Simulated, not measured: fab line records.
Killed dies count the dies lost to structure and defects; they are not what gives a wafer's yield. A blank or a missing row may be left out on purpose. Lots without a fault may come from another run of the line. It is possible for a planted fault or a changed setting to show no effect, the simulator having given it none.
The tool behind it: which one? | flow sky130 | 11 lots with 33 wafers sampled at 3 steps, on a route of 708 steps

== WHAT THE GAUGES READ, wafer by wafer ==
SKY_METAL2_RS_MEAS_05: measurement is done with a four-point probe. Usual: METAL2_ALCU_RS typically reads 0.1268 ohm/sq, with standard deviation 0.001.
lot  | measured     | on           | METAL2_ALCU_RS (ohm/sq) | flag
L868 | day 34 18:34 | filmMetro-03 | 0.1264 0.1263 0.1265    | 
L869 | day 35 02:11 | filmMetro-01 | 0.1262 0.1288 0.1263    | 
L870 | day 35 12:41 | filmMetro-04 | 0.1265 0.1281 0.1282    | 
L872 | day 35 23:52 | filmMetro-04 | 0.1291 0.1284 0.1282    | 
L876 | day 37 05:32 | filmMetro-01 | 0.1260 0.1259 0.1255    | 
L879 | day 38 04:20 | filmMetro-03 | 0.1173 0.1272 0.1186    | OFF
L880 | day 38 21:38 | filmMetro-04 | 0.1180 0.1251 0.1264    | OFF
L883 | day 39 09:32 | filmMetro-01 | 0.1268 0.1269 0.1283    | 
L885 | day 39 16:37 | filmMetro-01 | 0.1264 0.1258 0.1261    | 
L886 | day 40 06:28 | filmMetro-03 | 0.1266 0.1260 0.1268    | 
L889 | day 41 03:52 | filmMetro-04 | 0.1277 0.1269 0.1260    | 

SKY_METAL2_THK_MEAS_06: measures by xrf. Usual: METAL2_ALCU_THK typically reads 251.4 nm, with standard deviation 2.3.
lot  | measured     | on           | METAL2_ALCU_THK (nm) | flag
L868 | day 34 18:41 | filmMetro-03 | 251.4 251.3 251.8    | 
L869 | day 35 02:19 | filmMetro-01 | 254.5 250.4 254.5    | 
L870 | day 35 12:47 | filmMetro-04 | 252.7 247.2 248.2    | 
L872 | day 35 23:57 | filmMetro-04 | 245.9 247.7 248.4    | 
L876 | day 37 05:39 | filmMetro-01 | 253.0 253.7 252.0    | 
L879 | day 38 04:27 | filmMetro-03 | 266.8 248.9 261.9    | OFF
L880 | day 38 21:45 | filmMetro-04 | 264.4 253.5 251.6    | 
L883 | day 39 09:39 | filmMetro-01 | 253.8 253.6 249.6    | 
L885 | day 39 16:43 | filmMetro-01 | 253.8 255.9 254.4    | 
L886 | day 41 12:38 | filmMetro-03 | 251.5 251.7 250.3    | 
L889 | day 41 03:59 | filmMetro-04 | 249.6 250.9 254.5    | 

== WHICH TOOL RAN EACH LOT (tool, then ch and the chambers of the sampled wafers, then the start) ==
lot  | SKY_METAL2_SPUTTER_02
L868 | pvdSputter-02, day 34 18:28
L869 | pvdSputter-04, day 35 02:06
L870 | pvdSputter-04, day 35 12:34
L872 | pvdSputter-01, day 35 23:43
L876 | pvdSputter-02, day 37 05:26
L879 | pvdSputter-02, day 38 04:14
L880 | pvdSputter-02, day 38 21:32
L883 | pvdSputter-04, day 39 09:26
L885 | pvdSputter-01, day 39 16:30
L886 | pvdSputter-04, day 40 06:20
L889 | pvdSputter-01, day 41 03:46
- SKY_METAL2_SPUTTER_02: material AlCu, target thk 250 nm, time 13.3 s.

== WHAT THE TOOLS THEMSELVES READ (means of the sampled wafers that have a number; where no wafer has one, the mark that the record gives instead) ==
SKY_METAL2_SPUTTER_02. Usual: chamberPressurePa 0.4000 Pa, standard deviation 0.00072; throttleValvePct 29.8 %, standard deviation 1.
lot  | tool          | chamberPressurePa (Pa) | throttleValvePct (%) | flag
L868 | pvdSputter-02 | 0.3995                 | 29.6                 | 
L869 | pvdSputter-04 | 0.4001                 | 30.3                 | 
L870 | pvdSputter-04 | 0.4000                 | 30.1                 | 
L872 | pvdSputter-01 | 0.3996                 | 30.1                 | 
L876 | pvdSputter-02 | 0.4005                 | 29.5                 | 
L879 | pvdSputter-02 | 0.3297                 | 32.2                 | OFF
L880 | pvdSputter-02 | 0.3649                 | 31.0                 | OFF
L883 | pvdSputter-04 | 0.3996                 | 30.3                 | 
L885 | pvdSputter-01 | 0.3993                 | 30.4                 | 
L886 | pvdSputter-04 | 0.3994                 | 30.2                 | 
L889 | pvdSputter-01 | 0.4002                 | 30.1                 | 

== THE ANSWER, worked out from the rows above alone ==
Rule: take the mean of a lot's wafers that have a number; if it is more than 3 standard deviations from the usual mean, the lot is off. A lot without any number at a reading at which 4 lots or more have one is off too. Where the step has rows for the other lots, those lots are counted as sound. After the gauges, taken in route order, come the tools' own readings; for these a lot's mean is taken, as printed above. At the first step where some lot is off, the reading lying furthest off is the one used; lots without a number count as furthest.
Off: L879, L880, seen at SKY_METAL2_RS_MEAS_05 (METAL2_ALCU_RS).
If a tool, at a process step before that reading, ran all the lots that are off and no sound lot after the first of them, it fits. Not tried: the gauges at SKY_METAL2_RS_MEAS_05; whatever is off there is also off at SKY_METAL2_SPUTTER_02, on other tools, and gauge error can't account for it. One candidate fits, namely pvdSputter-02 at SKY_METAL2_SPUTTER_02. A fault onset in the window from L876 (day 37 05:26, its last sound lot) to L879 (day 38 04:14, its first lot off) fits.
The tool's own readings at SKY_METAL2_SPUTTER_02 bear it out: on the lots that are off they differ by more than 5 times the standard deviation of the sound lots' means. chamberPressurePa reads 0.3473 Pa there against 0.3998 Pa on the sound lots; throttleValvePct reads 31.6 % there against 30.1 % on the sound lots.

== WHAT THE SIMULATOR HAD INSERTED ==
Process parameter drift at SKY_METAL2_SPUTTER_02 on pvdSputter-02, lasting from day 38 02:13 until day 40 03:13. Setting chamberPressurePa, moved by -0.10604, from 0.4. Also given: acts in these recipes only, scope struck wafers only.
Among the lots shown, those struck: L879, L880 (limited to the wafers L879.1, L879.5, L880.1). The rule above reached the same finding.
